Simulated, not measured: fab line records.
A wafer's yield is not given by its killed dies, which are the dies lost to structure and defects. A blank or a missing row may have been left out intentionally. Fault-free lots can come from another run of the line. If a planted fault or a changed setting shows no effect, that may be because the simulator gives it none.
fab line records	flow sky130
record lots=24	wafers=72	lastDay=50
route steps=708 shown VT_ADJUST_HVTP@92 POLY_GATE@228 LI_CONTACT@364 CONTACT@421 METAL1@454 METAL2@487
lots that met no fault: from a run of the same line without faults
startH: hours from the record's first day to the start of the lot's first wafer shown	waitH: hours elapsed since this lot's preceding step	" the same as in the row above	L1.1+2: several wafers, shown together as one row	- no value, or no start was given	* or withheld: withheld	< > ~ a bound
route shown NAME@n: NAME is a module with steps in the file, n the number in the route of the first one	usual: mean/standard deviation taken from wafers without a fault	same: alike in all rows	chamber/n: place in a boat	sites: readings site by site	_std_site: how widely they spread, as a standard deviation	_edge_site: outer sites' mean less inner sites'	radiusMm: for every site, how far away it sits from the centre of the wafer	mask NAME#n: copy n	behind: the last tool/chamber to shape the wafer	hold: reason for holding the lot/hours on hold/outcome of the hold	device: the n, p or np transistor that did not switch	end of line: the tests these same wafers got at the end of their route	a step with no rows: only its recipe	killed: the dies lost at the first sort to structure and to defects; this is not the yield of the wafer	map: dies across one wafer; x = killed, . = not, _ = none there
set.NAME: the setting that was run; set.NAME@STEP: the one run at that earlier step	model.NAME: the simulator's own value behind a step, which no gauge read
the route's steps for a sample of lots (tables are steps, rows are wafers)
services: when a tool's chamber went out of use (startH, in hours from the record's first day, below 0 if earlier), for how many hours, and the reason
## steps
# step SKY_VT_ADJUST_HVTP_CD_MEAS_07
# recipe targetCdNm=380
# usual cdNm=380.6/2.6
lot.wafer	tool	chamber	startH	waitH	cdNm
L074.1	cdSem-01	-	119.06	0.1	379.4
L074.4	"	-	"	"	380.9
L074.5	"	-	"	"	381.9
L075.4	cdSem-02	-	122.57	0.1	382.8
L075.5	"	-	"	"	383.9
L075.6	"	-	"	"	382.4
L076.2	cdSem-02	-	131.50	0.2	378.2
L076.4	"	-	"	"	377.9
L076.6	"	-	"	"	378.4
L077.2	cdSem-01	-	134.06	0.1	380.9
L077.3	"	-	"	"	379.1
L077.4	"	-	"	"	378.7
L078.1	cdSem-01	-	138.86	0.1	382.0
L078.2	"	-	"	"	380.2
L078.6	"	-	"	"	378.3
L079.1	cdSem-02	-	150.89	0.1	377.3
L079.3	"	-	"	"	377.9
L079.6	"	-	"	"	378.5
L080.1	cdSem-01	-	161.31	0.1	384.7
L080.3	"	-	"	"	383.9
L080.4	"	-	"	"	386.2
L081.2	cdSem-02	-	161.68	0.1	379.5
L081.3	"	-	"	"	382.1
L081.6	"	-	"	"	384.0
L082.1	cdSem-02	-	171.21	0.1	376.6
L082.2	"	-	"	"	376.4
L082.3	"	-	"	"	374.8
L083.1	cdSem-02	-	173.56	0.1	380.8
L083.3	"	-	"	"	380.3
L083.6	"	-	"	"	380.6
L084.1	cdSem-02	-	180.91	0.1	380.5
L084.3	"	-	"	"	381.9
L084.6	"	-	"	"	381.1
L085.1	cdSem-02	-	187.06	0.1	382.6
L085.5	"	-	"	"	383.2
L085.6	"	-	"	"	382.3
L086.2	cdSem-02	-	189.62	0.2	384.0
L086.3	"	-	"	"	382.6
L086.5	"	-	"	"	383.8
L087.1	cdSem-02	-	200.44	0.1	380.6
L087.4	"	-	"	"	381.3
L087.6	"	-	"	"	381.7
L088.4	cdSem-01	-	210.92	0.1	379.5
L088.5	"	-	"	"	377.8
L088.6	"	-	"	"	377.7
L089.1	cdSem-01	-	213.91	0.1	376.7
L089.3	"	-	"	"	380.3
L089.6	"	-	"	"	375.9
L090.1	cdSem-01	-	215.71	0.1	381.3
L090.2	"	-	"	"	379.1
L090.5	"	-	"	"	379.9
L091.1	cdSem-01	-	225.09	0.1	379.2
L091.3	"	-	"	"	379.0
L091.6	"	-	"	"	378.7
L092.2	cdSem-01	-	230.83	0.1	381.4
L092.4	"	-	"	"	383.9
L092.6	"	-	"	"	384.1
L093.2	cdSem-01	-	275.63	0.1	379.8
L093.4	"	-	"	"	379.8
L093.6	"	-	"	"	380.7
L094.2	cdSem-02	-	276.41	0.1	382.0
L094.3	"	-	"	"	381.5
L094.4	"	-	"	"	382.9
L097.1	cdSem-01	-	276.69	0.1	381.9
L097.5	"	-	"	"	381.3
L097.6	"	-	"	"	378.9
L096.1	cdSem-02	-	279.56	0.1	376.5
L096.2	"	-	"	"	376.6
L096.5	"	-	"	"	377.3
L095.1	cdSem-01	-	279.86	0.1	380.1
L095.3	"	-	"	"	383.1
L095.5	"	-	"	"	382.9
# step SKY_POLY_GATE_OVL_MEAS_14
# usual POLY_GATE_OVL=-2/5.2
lot.wafer	tool	chamber	startH	waitH	POLY_GATE_OVL[nm]
L074.1	overlay-01	-	355.63	0.1	-3
L074.4	"	-	"	"	7
L074.5	"	-	"	"	4
L075.4	overlay-01	-	360.52	0.1	0
L075.5	"	-	"	"	-1
L075.6	"	-	"	"	1
L076.2	overlay-01	-	374.85	0.1	-2
L076.4	"	-	"	"	-1
L076.6	"	-	"	"	2
L077.2	overlay-02	-	382.29	0.1	-7
L077.3	"	-	"	"	0
L077.4	"	-	"	"	-10
L078.1	overlay-01	-	391.08	0.1	-2
L078.2	"	-	"	"	-4
L078.6	"	-	"	"	-11
L079.1	overlay-01	-	405.15	0.1	-6
L079.3	"	-	"	"	-3
L079.6	"	-	"	"	-12
L080.1	overlay-02	-	421.30	0.1	-7
L080.3	"	-	"	"	-5
L080.4	"	-	"	"	-4
L081.2	overlay-01	-	421.95	0.1	1
L081.3	"	-	"	"	5
L081.6	"	-	"	"	9
L082.1	overlay-02	-	438.53	0.1	-4
L082.2	"	-	"	"	-5
L082.3	"	-	"	"	-8
L083.1	overlay-01	-	438.68	0.1	5
L083.3	"	-	"	"	0
L083.6	"	-	"	"	1
L084.1	overlay-02	-	453.08	0.1	-8
L084.3	"	-	"	"	0
L084.6	"	-	"	"	0
L086.2	overlay-01	-	467.35	0.1	0
L086.3	"	-	"	"	-1
L086.5	"	-	"	"	1
L085.1	overlay-02	-	467.68	0.1	-10
L085.5	"	-	"	"	-4
L085.6	"	-	"	"	-9
L087.1	overlay-01	-	477.93	0.1	-2
L087.4	"	-	"	"	-12
L087.6	"	-	"	"	-3
L088.4	overlay-01	-	493.81	0.1	-4
L088.5	"	-	"	"	1
L088.6	"	-	"	"	3
L089.1	overlay-01	-	498.70	0.1	11
L089.3	"	-	"	"	2
L089.6	"	-	"	"	1
L090.1	overlay-01	-	503.60	0.1	-2
L090.2	"	-	"	"	-2
L090.5	"	-	"	"	0
L091.1	overlay-01	-	512.63	0.1	-7
L091.3	"	-	"	"	-9
L091.6	"	-	"	"	-2
L092.2	overlay-01	-	522.54	0.1	3
L092.4	"	-	"	"	0
L092.6	"	-	"	"	2
L093.2	overlay-02	-	575.30	0.1	-13
L093.4	"	-	"	"	-13
L093.6	"	-	"	"	-7
L097.1	overlay-02	-	578.50	0.1	-3
L097.5	"	-	"	"	-6
L097.6	"	-	"	"	-2
L094.2	overlay-01	-	578.79	0.1	0
L094.3	"	-	"	"	3
L094.4	"	-	"	"	2
L096.1	overlay-02	-	583.75	0.1	-11
L096.2	"	-	"	"	-6
L096.5	"	-	"	"	-17
L095.1	overlay-01	-	585.43	0.1	2
L095.3	"	-	"	"	6
L095.5	"	-	"	"	6
# step SKY_LI_CONTACT_CMP_02
# recipe material=PSG	downForcePsi=4	platenRpm=60	padVelocityMS=0.94248
# usual motorCurrentA=12.5/1.3	timeToEndpointS=33.4/2.8
lot.wafer	tool	chamber	startH	waitH	motorCurrentA	timeToEndpointS
L074.4	cmp-01	3	634.06	0.0	12.1	35.7
L074.1	"	1	"	"	13.5	37.1
L074.5	"	0	"	"	13.0	30.7
L075.4	cmp-02	1	636.26	0.2	11.0	35.4
L075.5	"	2	"	"	14.3	27.8
L075.6	"	3	"	"	12.8	34.3
L076.2	cmp-02	3	651.44	0.0	12.6	32.0
L076.4	"	1	"	"	10.8	33.1
L076.6	"	0	"	"	11.6	30.2
L077.4	cmp-02	0	658.42	0.0	11.5	30.6
L077.3	"	1	"	"	10.5	32.7
L077.2	"	2	"	"	15.0	32.0
L078.1	cmp-02	3	664.54	0.2	12.5	31.5
L078.2	"	1	"	"	10.9	30.6
L078.6	"	3	"	"	12.6	29.9
L079.3	cmp-02	3	685.26	0.0	12.6	33.3
L079.1	"	1	"	"	10.7	36.0
L079.6	"	0	"	"	11.1	32.3
L080.4	cmp-02	2	694.21	0.1	14.4	34.2
L080.1	"	3	"	"	12.7	36.6
L080.3	"	0	"	"	11.2	34.3
L081.2	cmp-02	2	697.08	0.1	14.7	38.7
L081.3	"	3	"	"	13.0	40.4
L081.6	"	0	"	"	11.4	33.6
L082.1	cmp-02	3	709.82	0.1	12.1	34.2
L082.3	"	0	"	"	11.5	30.0
L082.2	"	2	"	"	14.7	30.5
L083.1	cmp-02	1	712.06	0.4	10.8	34.4
L083.3	"	0	"	"	11.6	30.7
L083.6	"	2	"	"	14.8	30.9
L084.3	cmp-01	0	728.17	0.0	13.9	33.8
L084.1	"	3	"	"	11.3	33.7
L084.6	"	1	"	"	12.7	36.0
L086.2	cmp-01	0	735.08	0.0	14.6	34.7
L086.3	"	3	"	"	12.1	38.4
L086.5	"	0	"	"	12.8	35.5
L085.1	cmp-02	2	739.35	0.1	14.9	29.9
L085.5	"	2	"	"	15.6	29.9
L085.6	"	3	"	"	12.6	32.0
L087.4	cmp-01	1	748.03	0.3	12.6	39.5
L087.1	"	2	"	"	11.6	35.5
L087.6	"	3	"	"	11.7	35.9
L088.4	cmp-02	3	760.66	0.2	12.2	35.7
L088.5	"	0	"	"	11.7	32.6
L088.6	"	1	"	"	11.2	32.1
L089.3	cmp-02	0	763.34	0.1	11.2	28.6
L089.1	"	1	"	"	10.6	31.8
L089.6	"	0	"	"	11.1	33.1
L090.1	cmp-02	2	769.14	0.1	15.0	30.0
L090.2	"	0	"	"	11.2	31.6
L090.5	"	3	"	"	12.6	30.6
L091.3	cmp-01	2	776.56	0.1	11.9	33.3
L091.1	"	0	"	"	14.1	33.4
L091.6	"	1	"	"	12.7	34.3
L092.2	cmp-01	1	784.57	0.0	12.7	37.6
L092.4	"	3	"	"	12.4	36.2
L092.6	"	2	"	"	11.4	34.5
L093.4	cmp-01	1	833.68	0.0	12.2	34.8
L093.2	"	0	"	"	14.1	33.0
L093.6	"	2	"	"	11.9	35.9
L097.1	cmp-02	1	834.72	0.1	11.2	33.7
L097.5	"	3	"	"	12.7	34.0
L097.6	"	0	"	"	11.1	30.7
L094.2	cmp-01	1	838.10	0.0	12.8	33.0
L094.4	"	2	"	"	11.6	34.9
L094.3	"	0	"	"	14.5	31.5
L096.2	cmp-01	2	838.86	0.0	11.7	32.7
L096.1	"	3	"	"	11.9	33.7
L096.5	"	2	"	"	12.1	35.7
L095.3	cmp-01	2	841.57	0.1	11.3	34.4
L095.1	"	3	"	"	12.5	34.5
L095.5	"	2	"	"	11.4	33.5
# step SKY_CONTACT_OVL_MEAS_15
# usual CONTACT_OVL=-1/5.3
lot.wafer	tool	chamber	startH	waitH	CONTACT_OVL[nm]
L074.1	overlay-02	-	722.30	0.1	0
L074.4	"	-	"	"	-9
L074.5	"	-	"	"	-4
L075.4	overlay-01	-	725.11	0.1	5
L075.5	"	-	"	"	-2
L075.6	"	-	"	"	6
L076.2	overlay-01	-	738.44	0.1	-5
L076.4	"	-	"	"	0
L076.6	"	-	"	"	-1
L077.2	overlay-01	-	745.74	0.1	1
L077.3	"	-	"	"	-4
L077.4	"	-	"	"	-2
L078.1	overlay-02	-	752.63	0.1	11
L078.2	"	-	"	"	-1
L078.6	"	-	"	"	4
L079.1	overlay-02	-	771.58	0.1	-2
L079.3	"	-	"	"	-5
L079.6	"	-	"	"	-2
L080.1	overlay-02	-	779.40	0.1	-5
L080.3	"	-	"	"	1
L080.4	"	-	"	"	6
L081.2	overlay-02	-	780.95	0.1	-1
L081.3	"	-	"	"	-8
L081.6	"	-	"	"	6
L082.1	overlay-01	-	794.53	0.1	-1
L082.2	"	-	"	"	0
L082.3	"	-	"	"	-9
L083.1	overlay-01	-	796.88	0.1	-4
L083.3	"	-	"	"	-3
L083.6	"	-	"	"	0
L084.1	overlay-02	-	811.93	0.1	6
L084.3	"	-	"	"	-1
L084.6	"	-	"	"	7
L086.2	overlay-01	-	819.19	0.1	4
L086.3	"	-	"	"	-6
L086.5	"	-	"	"	-1
L085.1	overlay-02	-	823.08	0.1	1
L085.5	"	-	"	"	2
L085.6	"	-	"	"	-3
L087.1	overlay-02	-	831.88	0.1	-7
L087.4	"	-	"	"	1
L087.6	"	-	"	"	-8
L088.4	overlay-02	-	842.85	0.1	-9
L088.5	"	-	"	"	-9
L088.6	"	-	"	"	-2
L089.1	overlay-01	-	845.63	0.1	-5
L089.3	"	-	"	"	4
L089.6	"	-	"	"	-5
L090.1	overlay-01	-	852.83	0.1	5
L090.2	"	-	"	"	-1
L090.5	"	-	"	"	5
L091.1	overlay-02	-	858.70	0.1	5
L091.3	"	-	"	"	11
L091.6	"	-	"	"	9
L092.2	overlay-01	-	868.09	0.1	2
L092.4	"	-	"	"	3
L092.6	"	-	"	"	0
L093.2	overlay-02	-	915.39	0.1	5
L093.4	"	-	"	"	1
L093.6	"	-	"	"	-3
L097.1	overlay-02	-	915.90	0.1	-1
L097.5	"	-	"	"	0
L097.6	"	-	"	"	-3
L094.2	overlay-01	-	917.84	0.1	-1
L094.3	"	-	"	"	-4
L094.4	"	-	"	"	-5
L096.1	overlay-02	-	919.28	0.1	-13
L096.2	"	-	"	"	-2
L096.5	"	-	"	"	-8
L095.1	overlay-01	-	921.58	0.1	-11
L095.3	"	-	"	"	-10
L095.5	"	-	"	"	-4
# step SKY_METAL1_STRIP_20
# recipe chemistry=O2/N2	powerW=1400	pressureMtorr=1500	platenTempC=withheld	o2FlowSccm=3000	n2FlowSccm=300	overashFraction=0.5
# usual drypumpMotorCurrentA=5.9/0.38	oesProductAu=0.342/0.0053	stripTimeToEndpointS=2.67/0.055
# same overashFraction=0.5
lot.wafer	tool	chamber	startH	waitH	drypumpMotorCurrentA	oesProductAu	rfHoursCounterH	stripTimeToEndpointS
L074.1	plasmaAsher-04	0	751.42	0.1	6.0	0.340	1	2.64
L074.4	"	0	"	"	6.0	0.335	-	2.72
L074.5	"	0	"	"	6.0	0.344	-	2.71
L075.4	plasmaAsher-02	1	754.76	0.1	5.6	0.333	-	2.63
L075.5	"	1	"	"	5.7	0.347	-	2.64
L075.6	"	0	"	"	6.3	0.332	-	2.59
L076.2	plasmaAsher-02	1	767.93	0.1	5.7	0.339	97	2.69
L076.4	"	0	"	"	6.4	0.338	-	2.70
L076.6	"	0	"	"	6.4	0.344	-	2.63
L077.2	plasmaAsher-01	0	775.76	0.1	5.0	0.342	66	2.63
L077.3	"	0	"	"	5.0	0.339	-	2.69
L077.4	"	1	"	"	5.8	0.341	-	2.64
L078.1	plasmaAsher-02	0	781.29	0.1	6.4	0.340	99	2.65
L078.2	"	1	"	"	5.7	0.342	99	2.60
L078.6	"	1	"	"	5.7	0.344	-	2.63
L079.1	plasmaAsher-02	0	800.63	0.1	6.4	0.349	101	2.77
L079.3	"	0	"	"	6.4	0.347	-	2.80
L079.6	"	0	"	"	6.4	0.349	-	2.84
L080.1	plasmaAsher-02	0	807.60	0.1	6.3	0.345	102	2.62
L080.3	"	1	"	"	5.7	0.336	-	2.64
L080.4	"	0	"	"	6.4	0.339	-	2.73
L081.2	plasmaAsher-04	0	809.73	0.1	6.0	0.347	2	2.73
L081.3	"	1	"	"	5.8	0.340	-	2.73
L081.6	"	0	"	"	6.0	0.341	-	2.77
L082.1	plasmaAsher-01	1	823.03	0.1	5.8	0.340	71	2.66
L082.2	"	0	"	"	5.0	0.347	71	2.70
L082.3	"	0	"	"	5.0	0.347	-	2.67
L083.1	plasmaAsher-04	1	826.03	0.1	5.8	0.341	4	2.70
L083.3	"	1	"	"	5.8	0.343	-	2.72
L083.6	"	1	"	"	5.8	0.337	-	2.66
L084.1	plasmaAsher-02	1	840.83	0.1	5.7	0.336	106	2.67
L084.3	"	1	"	"	5.7	0.339	-	2.65
L084.6	"	1	"	"	5.7	0.342	-	2.64
L086.2	plasmaAsher-01	1	848.38	0.1	5.8	0.341	74	2.61
L086.3	"	1	"	"	5.8	0.345	-	2.66
L086.5	"	0	"	"	5.0	0.338	-	2.68
L085.1	plasmaAsher-02	1	851.19	0.1	5.7	0.337	107	2.69
L085.5	"	0	"	"	6.3	0.346	-	2.67
L085.6	"	1	"	"	5.7	0.342	-	2.67
L087.1	plasmaAsher-02	0	860.38	0.1	6.4	0.339	108	2.60
L087.4	"	0	"	"	6.4	0.353	-	2.66
L087.6	"	0	"	"	6.4	0.336	-	2.62
L088.4	plasmaAsher-04	1	871.84	0.1	5.8	0.339	-	2.62
L088.5	"	0	"	"	6.0	0.345	-	2.65
L088.6	"	1	"	"	5.8	0.329	-	2.62
L089.1	plasmaAsher-01	1	873.65	0.1	5.8	0.344	76	2.66
L089.3	"	0	"	"	5.0	0.340	-	2.67
L089.6	"	1	"	"	5.7	0.339	-	2.68
L090.1	plasmaAsher-02	1	880.87	0.1	5.7	0.342	110	2.63
L090.2	"	0	"	"	6.3	0.338	110	2.64
L090.5	"	1	"	"	5.7	0.342	-	2.62
L091.1	plasmaAsher-02	0	885.90	0.1	6.3	0.349	111	2.70
L091.3	"	1	"	"	5.7	0.347	-	2.77
L091.6	"	0	"	"	6.4	0.350	-	2.81
L092.2	plasmaAsher-04	1	895.28	0.1	5.8	0.336	11	2.60
L092.4	"	1	"	"	5.7	0.338	-	2.66
L092.6	"	0	"	"	6.0	0.341	-	2.68
L093.2	plasmaAsher-02	0	943.27	0.1	6.3	0.346	116	2.63
L093.4	"	1	"	"	5.7	0.342	-	2.69
L093.6	"	1	"	"	5.7	0.342	-	2.68
L097.1	plasmaAsher-04	1	943.31	0.1	5.8	0.344	15	2.81
L097.5	"	0	"	"	6.0	0.348	-	2.81
L097.6	"	1	"	"	5.7	0.350	-	2.70
L094.2	plasmaAsher-02	1	945.40	0.1	5.7	0.336	116	2.58
L094.3	"	0	"	"	6.4	0.351	-	2.65
L094.4	"	1	"	"	5.7	0.338	-	2.57
L096.1	plasmaAsher-04	1	946.27	0.1	5.8	0.345	15	2.63
L096.2	"	0	"	"	6.0	0.344	15	2.71
L096.5	"	0	"	"	6.0	0.335	-	2.63
L095.1	plasmaAsher-04	1	948.52	0.1	5.8	0.353	16	2.72
L095.3	"	0	"	"	6.0	0.347	-	2.71
L095.5	"	0	"	"	6.0	0.349	-	2.77
# step SKY_METAL2_SPUTTER_04
# recipe material=TiN	targetThkNm=70	powerW=6500	timeS=58.3	chamberPressurePa=0.4
# usual throttleValvePct=30.4/1.1
lot.wafer	tool	chamber	startH	waitH	throttleValvePct
L074.1	pvdSputter-04	-	781.36	0.0	29.6
L074.4	"	-	"	"	29.6
L074.5	"	-	"	"	30.8
L075.4	pvdSputter-04	-	784.23	0.0	30.5
L075.5	"	-	"	"	32.5
L075.6	"	-	"	"	29.8
L076.2	pvdSputter-01	-	796.94	0.0	29.9
L076.4	"	-	"	"	31.0
L076.6	"	-	"	"	31.3
L077.2	pvdSputter-04	-	803.81	0.0	32.2
L077.3	"	-	"	"	29.6
L077.4	"	-	"	"	30.4
L078.1	pvdSputter-01	-	810.45	0.0	31.2
L078.2	"	-	"	"	30.7
L078.6	"	-	"	"	31.0
L079.1	pvdSputter-01	-	829.91	0.0	31.3
L079.3	"	-	"	"	30.8
L079.6	"	-	"	"	30.9
L080.1	pvdSputter-02	-	837.11	0.0	31.2
L080.3	"	-	"	"	30.1
L080.4	"	-	"	"	28.2
L081.2	pvdSputter-02	-	838.84	0.0	31.2
L081.3	"	-	"	"	29.7
L081.6	"	-	"	"	30.0
L082.1	pvdSputter-01	-	852.35	0.0	31.2
L082.2	"	-	"	"	30.1
L082.3	"	-	"	"	30.9
L083.1	pvdSputter-01	-	855.91	0.0	31.0
L083.3	"	-	"	"	31.0
L083.6	"	-	"	"	31.1
L084.1	pvdSputter-02	-	870.61	0.0	30.0
L084.3	"	-	"	"	31.4
L084.6	"	-	"	"	31.2
L086.2	pvdSputter-01	-	877.34	0.0	31.0
L086.3	"	-	"	"	29.9
L086.5	"	-	"	"	30.0
L085.1	pvdSputter-02	-	879.62	0.0	28.1
L085.5	"	-	"	"	29.8
L085.6	"	-	"	"	28.1
L087.1	pvdSputter-04	-	889.16	0.0	32.4
L087.4	"	-	"	"	29.8
L087.6	"	-	"	"	30.6
L088.4	pvdSputter-04	-	899.36	0.0	29.1
L088.5	"	-	"	"	29.5
L088.6	"	-	"	"	32.4
L089.1	pvdSputter-04	-	901.09	0.0	32.3
L089.3	"	-	"	"	29.6
L089.6	"	-	"	"	29.6
L090.1	pvdSputter-01	-	909.51	0.0	30.9
L090.2	"	-	"	"	31.1
L090.5	"	-	"	"	29.9
L091.1	pvdSputter-04	-	915.25	0.0	30.6
L091.3	"	-	"	"	32.4
L091.6	"	-	"	"	32.4
L092.2	pvdSputter-04	-	923.39	0.0	30.5
L092.4	"	-	"	"	29.3
L092.6	"	-	"	"	32.4
L093.2	pvdSputter-04	-	970.35	0.0	29.4
L093.4	"	-	"	"	32.4
L093.6	"	-	"	"	29.5
L097.1	pvdSputter-02	-	970.69	0.0	29.8
L097.5	"	-	"	"	27.8
L097.6	"	-	"	"	31.0
L094.2	pvdSputter-01	-	972.80	0.0	31.2
L094.3	"	-	"	"	29.9
L094.4	"	-	"	"	31.0
L096.1	pvdSputter-02	-	973.52	0.0	27.8
L096.2	"	-	"	"	29.8
L096.5	"	-	"	"	28.1
L095.1	pvdSputter-04	-	975.84	0.0	29.5
L095.3	"	-	"	"	29.5
L095.5	"	-	"	"	29.6
## services
tool	chamber	startH	hours	kind
cmp-02	-	638.81	6.3	pm
cmp-01	-	654.69	66.4	repair
plasmaAsher-02	-	671.01	5.6	repair
pvdSputter-04	-	689.11	0.8	repair
pvdSputter-04	-	715.19	2.5	repair
cmp-02	-	721.33	15.0	pm
cmp-02	-	721.96	0.5	repair
cmp-01	-	743.66	0.6	repair
cmp-02	-	744.20	4.0	pm
cmp-02	-	780.30	1.2	repair
cmp-01	-	786.33	5.1	pm
cmp-01	-	795.24	0.8	repair
cmp-01	-	796.11	2.8	repair
cmp-02	-	800.65	1.4	repair
cmp-02	-	806.36	3.8	pm
cmp-02	-	823.11	11.2	repair
cmp-01	-	834.58	0.5	repair
pvdSputter-04	-	847.50	3.9	repair
pvdSputter-04	-	849.71	3.3	repair
cmp-01	-	863.43	74.2	repair
pvdSputter-04	-	869.93	10.5	repair
cmp-02	-	883.65	3.6	repair
plasmaAsher-02	-	931.70	6.1	repair
plasmaAsher-02	-	935.13	2.8	repair
## key
fault none
